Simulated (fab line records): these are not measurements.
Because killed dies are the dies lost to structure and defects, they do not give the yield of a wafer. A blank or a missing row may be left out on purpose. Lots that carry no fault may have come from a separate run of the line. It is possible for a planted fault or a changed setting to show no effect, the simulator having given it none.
Matching of chambers + flow sky130 + SKY_FIELD_ISO_ETCH_14 on rieDiel-03: 4 sister chambers
The step etches BARC in N2/H2, stops on SiO2, time 45.9 s, target depth 60 nm. 16 wafers are shown with their chamber, then 8 later ones without.

== WAFERS PAIRED WITH THEIR CHAMBERS ==
| wafer  | chamber | n2FlowSccm (sccm) | oesProductAu (a.u.) | throttleValvePct (%) |
|--------|---------|-------------------|---------------------|----------------------|
| L077.2 | 0       | 99.87             | 0.852               | 13.224               |
| L077.4 | 3       | 99.24             | 0.850               | 13.222               |
| L077.6 | 0       | 100.25            | 0.860               | 13.209               |
| L081.1 | 2       | 100.30            | 0.853               | 13.231               |
| L081.2 | 1       | 99.99             | 0.854               | 13.226               |
| L081.6 | 1       | 99.68             | 0.852               | 13.222               |
| L085.1 | 3       | 99.86             | 0.850               | 13.222               |
| L085.5 | 2       | 100.14            | 0.846               | 13.230               |
| L085.6 | 1       | 100.12            | 0.854               | 13.207               |
| L087.3 | 3       | 99.68             | 0.854               | 13.235               |
| L087.4 | 2       | 100.11            | 0.856               | 13.220               |
| L087.6 | 1       | 100.32            | 0.851               | 13.227               |
| L091.2 | 2       | 100.06            | 0.859               | 13.232               |
| L091.5 | 0       | 100.23            | 0.866               | 13.226               |
| L091.6 | 3       | 99.86             | 0.856               | 13.239               |
| L092.1 | 3       | 99.63             | 0.855               | 13.227               |

SIGNATURES, as means of the wafers listed above
| reading          | chamber 0 | chamber 1 | chamber 2 | chamber 3 | scatter within a chamber |
|------------------|-----------|-----------|-----------|-----------|--------------------------|
| n2FlowSccm       | 100.1167  | 100.0275  | 100.1525  | 99.6540   | 0.223                    |
| oesProductAu     | 0.85933   | 0.85275   | 0.85350   | 0.85300   | 0.00438                  |
| throttleValvePct | 13.21967  | 13.22050  | 13.22825  | 13.22900  | 0.00796                  |
Rule: a wafer's distance from a chamber is the root of the sum, over the readings, of the square of ((its reading less the chamber's mean) divided by the reading's scatter). If the next closest chamber is less than 2 further off than the closest, the wafer can't be placed; otherwise it belongs to the closest. The scatter is the square root of a quotient: the sum, over the shown wafers, of each reading's squared deviation from its chamber's mean, divided by wafers minus chambers.

== WAFERS MISSING THEIR CHAMBER ==
| wafer  | n2FlowSccm (sccm) | oesProductAu (a.u.) | throttleValvePct (%) |
|--------|-------------------|---------------------|----------------------|
| L092.3 | 99.95             | 0.845               | 13.224               |
| L092.4 | 99.63             | 0.865               | 13.238               |
| L093.1 | 100.08            | 0.854               | 13.237               |
| L093.3 | 100.21            | 0.862               | 13.243               |
| L093.6 | 100.11            | 0.855               | 13.240               |
| L094.2 | 100.12            | 0.850               | 13.223               |
| L094.4 | 100.14            | 0.862               | 13.243               |
| L094.5 | 100.04            | 0.862               | 13.216               |

== EACH ONE'S CHAMBER ==
| wafer  | from the rows above               | in truth |
|--------|-----------------------------------|----------|
| L092.3 | can't be placed: 1 or 2 or 3 or 0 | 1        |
| L092.4 | can't be placed: 3 or 0 or 2 or 1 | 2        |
| L093.1 | can't be placed: 2 or 1 or 3 or 0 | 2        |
| L093.3 | can't be placed: 2 or 0 or 1 or 3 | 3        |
| L093.6 | can't be placed: 2 or 3 or 1 or 0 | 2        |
| L094.2 | can't be placed: 1 or 2 or 0 or 3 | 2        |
| L094.4 | can't be placed: 2 or 0 or 3 or 1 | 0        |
| L094.5 | can't be placed: 0 or 1 or 2      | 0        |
0 of 8 placed correctly. Not placeable from these rows: 8 (in 8, the candidates include the true chamber). Number placed wrongly: 0.
